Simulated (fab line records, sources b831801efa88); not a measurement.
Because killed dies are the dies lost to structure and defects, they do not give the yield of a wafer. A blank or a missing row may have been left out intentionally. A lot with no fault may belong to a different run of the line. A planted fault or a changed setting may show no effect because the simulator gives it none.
A lot that was struck, set against a sound lot :: flow sky130 :: 16 steps out of a route of 708
Sound: these wafers, L957.2, L957.4, L957.6. Struck: wafer L960.5 (left out: L960.2, L960.4 of the same lot, which were not struck); the cause appears at the end.
Order at every step that has rows: each side's tool, ch and its chambers, its first start. Under that, the readings that differ: sound wafers :: struck wafers :: difference of the means :: sigmas: that difference in standard deviations of wafers without a fault.
alike: a reading whose means differ by less than 2 such deviations, as well as words and numbers matching on both sides. not compared: withheld readings; readings where some wafer has no value; bounds like >300 that might hide an equal value; numbers whose values overlap and for which the record gives no deviation.
Wherever a step has rows on one side only, a row that says differs or no value, or a row with sigmas, the two part there. Numbers that don't overlap but have no deviation are shown without sigmas and don't part them. A reading that every wafer of one side lacks parts them only if that side has two wafers or more.

first, 8 steps without rows for these wafers: SKY_METAL2_DEHYDRATE_07 (time 60 s); SKY_METAL2_HMDS_08 (prime time 60 s); SKY_METAL2_COAT_09 (resist thk 60 nm); SKY_METAL2_COAT_10 (resist thk 450 nm); SKY_METAL2_SOFTBAKE_11 (time 90 s); SKY_METAL2_EXPOSE_12 (exposes mask MM2, target cd 140 nm); SKY_METAL2_PEB_13; SKY_METAL2_DEVELOP_14 (develop time 60 s).
SKY_METAL2_CD_MEAS_15: the cd target is 140 nm.
  struck on cd-sem-01, day 39 14:42; sound on cd-sem-02, day 38 17:16
  alike: cd-nm
SKY_METAL2_OVL_MEAS_16:
  struck on overlay-02, day 39 14:49; sound on overlay-02, day 38 17:22
  alike: METAL2_OVL
SKY_METAL2_DESCUM_17: chemistry O2, time 8 s.
  sound on rie-metal-02 ch 0,1, day 38 17:24; struck on rie-metal-04 ch 1, day 39 14:50
  alike: drypump-motor-current-A, oes-product-au, rf-fwd-power-W
  not compared: rf-hours-counter-h
SKY_METAL2_ETCH_18: etches BARC in N2/H2, stops on SiO2, time 45.9 s, target depth 60 nm.
  sound on rie-metal-02 ch 0,1, day 38 17:26; struck on rie-metal-04 ch 1, day 39 14:52
reading: oes-product-au (a.u.)
sound: 0.850 0.850 0.861
struck: 0.867
difference: +0.013
sigmas: +3
  alike: bias-w, drypump-motor-current-A, rf-fwd-power-W, throttle-valve-pct
  not compared: rf-hours-counter-h
SKY_METAL2_METAL_ETCH_19: etches the open film in Cl2/BCl3, stops on SiO2, target depth 360 nm, time 78 s.
  sound on rie-metal-02 ch 0,1, day 38 17:29; struck on rie-metal-04 ch 1, day 39 14:56
reading: bias-w (W)
sound: 48.64 48.58 48.44
struck: 60.62
difference: +12.07
sigmas: +75

reading: oes-product-au (a.u.)
sound: 0.862 0.862 0.854
struck: 0.836
difference: -0.023
sigmas: -3

reading: model.KrF-thick_of_METAL2_COAT_10.thk-nm (nm)
sound: 154.3 155.7 165.9
struck: 133.9
difference: -24.7
sigmas: 
  alike: drypump-motor-current-A, rf-fwd-power-W, throttle-valve-pct
  not compared: rf-hours-counter-h, model.SiO2_of_VIA1_HDPCVD_00.thk-nm
SKY_METAL2_STRIP_20: strips in O2/N2.
  sound on plasma-asher-01 ch 0,1, day 38 17:35; struck on plasma-asher-01 ch 0, day 39 15:01
reading: oes-product-au (a.u.)
sound: 0.339 0.345 0.345
struck: 0.331
difference: -0.012
sigmas: -2

reading: strip-time-to-endpoint-s (s)
sound: 2.64 2.65 2.77
struck: 2.43
difference: -0.26
sigmas: -5
  alike: drypump-motor-current-A
  not compared: rf-hours-counter-h
then, 1 step without rows for these wafers: SKY_METAL2_STRIP_21 (strips in post etch residue remover, time 1200 s).
-- the record jumps here: 10 days lie between the struck wafers' starts before and after (it left off in module METAL2 and takes up again in module PAD_OPEN, whose first step shown is number 708 of the route) --
SKY_PAD_OPEN_PROBE_99:
  struck on prober-02, day 49 05:31; sound on prober-01, day 48 15:26
reading: killed_at_M4_up
sound: 7 6 6
struck: 1
difference: -5
sigmas: -3
  alike: defect-limited-yield, killed_at_M0_to_M3, killed-at-contacts, killed-at-front-end, killed-at-other, killed-dies, killed-on-rim, killed-open, killed-short, sort_bin_3_pad_short, sort_bin_5_function, sort_bin_6_memory, sort-n-pass, sort-yield-pct

== WHERE THEY PART ==
Earliest at SKY_METAL2_ETCH_18; latest, in this record, at SKY_PAD_OPEN_PROBE_99.

WHY: what had been put in by the simulator
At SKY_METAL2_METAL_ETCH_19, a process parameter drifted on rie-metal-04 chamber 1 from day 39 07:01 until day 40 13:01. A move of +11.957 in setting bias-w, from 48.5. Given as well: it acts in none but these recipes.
